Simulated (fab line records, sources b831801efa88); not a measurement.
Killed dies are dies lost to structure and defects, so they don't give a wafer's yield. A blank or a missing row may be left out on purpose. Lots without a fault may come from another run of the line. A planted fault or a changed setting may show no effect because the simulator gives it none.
One fault seen from 2 desks | flow gf180mcu | each desk has only its own numbers; what lay behind them comes last

THE TOOL OWNER'S DESK: rtp_anneal-01
The tool's own readings at GF_PSD_RTA_13 (time 20 s): means of the sampled wafers that have a number, for each lot that ran on this tool. A lot is out of limits, marked OUT, if its mean lies more than 4 standard deviations from the usual mean; the brackets give that distance.
Columns: A = lamp_power_pct at GF_PSD_RTA_13, usual 32.8 %; B = wafer_temp_C_max at GF_PSD_RTA_13, usual 1028.7
lot  | first seen here | A    | B
L140 | day 14 21:16    | 32.3 | 1028.8
L141 | day 15 12:57    | 32.3 | 1027.9
L142 | day 15 14:15    | 32.3 | 1028.6
L143 | day 16 04:07    | 32.3 | 1028.9
L144 | day 16 15:46    | 32.3 | 1028.0
L145 | day 16 21:51    | 32.3 | 1028.3
L147 | day 17 11:04    | 32.3 | 1028.0
L149 | day 18 06:16    | 32.3 | 1027.8
L150 | day 18 15:44    | 32.3 | 1028.2
L151 | day 18 21:59    | 29.5 | 994.3 (-34) OUT
L154 | day 20 00:51    | 29.4 | 993.2 (-36) OUT
This desk's finding: out of limits on L151, L154; first on L151, day 18 21:59 (wafer_temp_C_max at GF_PSD_RTA_13). In limits: L140, L141, L142, L143, L144, L145, L147, L149, L150.

THE METROLOGY DESK
What the gauges read, lot by lot, whatever tool the lot ran on: means of the sampled wafers that have a number. A lot is out of limits, marked OUT, if its mean lies more than 4 standard deviations from the usual mean; the brackets give that distance.
Columns: A = HV_LDD_02_OVL at GF_HV_LDD_OVL_MEAS_32, usual 2.2 nm; B = HV_LDD_3_TW at GF_HV_LDD_TW_MEAS_38, usual 1437; C = HV_LDD_RS at GF_HV_LDD_RS_MEAS_53, usual 417.9 ohm/sq; D = NSD_RS at GF_PSD_RS_MEAS_14, usual 46.10 ohm/sq; E = PSD_RS at GF_PSD_RS_MEAS_15, usual 108.50 ohm/sq
lot  | first seen here | A    | B    | C     | D               | E
L139 | day 11 03:49    | 2.1  | 1458 | 416.9 | 46.16           | 108.40
L140 | day 12 04:06    | 1.9  | 1413 | 418.6 | 46.06           | 108.41
L141 | day 12 18:44    | 3.0  | 1443 | 417.9 | 46.08           | 108.49
L142 | day 12 20:36    | 3.1  | 1449 | 417.7 | 46.10           | 108.50
L143 | day 13 08:51    | 2.2  | 1457 | 417.8 | 46.06           | 108.44
L144 | day 13 19:48    | 3.3  | 1412 | 417.4 | 46.13           | 108.54
L145 | day 13 23:47    | 2.1  | 1443 | 417.2 | 46.20           | 108.91
L147 | day 14 11:49    | -0.4 | 1442 | 417.7 | 46.06           | 108.57
L149 | day 15 05:46    | 1.0  | 1418 | 417.1 | 46.09           | 108.83
L150 | day 15 15:23    | 2.1  | 1434 | 416.6 | 46.06           | 108.54
L151 | day 15 17:49    | 2.5  | 1458 | 417.4 | 50.49 (+57) OUT | 133.09 (+99 or more) OUT
L154 | day 16 19:17    | 2.0  | 1401 | 418.8 | 50.46 (+57) OUT | 133.23 (+99 or more) OUT
L161 | day 18 19:04    | 0.2  | 1456 | 417.1 | 46.15           | 108.69
This desk's finding: out of limits on L151, L154; first on L151, day 18 22:07 (NSD_RS at GF_PSD_RS_MEAS_14). In limits: L139, L140, L141, L142, L143, L144, L145, L147, L149, L150, L161.

PUT TOGETHER
The tool owner's desk could have raised an alarm at day 18 21:59, on L151, L154.
The metrology desk could have raised an alarm at day 18 22:07, on L151, L154.
Of the lots named, all ran GF_PSD_RTA_13 on rtp_anneal-01.

WHAT THE SIMULATOR HAD PUT IN
Process parameter drift: rtp_anneal-01, from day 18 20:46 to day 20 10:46, at GF_PSD_RTA_13. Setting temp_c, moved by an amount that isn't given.
Lots struck among those shown: L151, L154.
Hours from the fault's start to each desk's first reading out of limits: the tool owner's desk, 1; the metrology desk, 1.
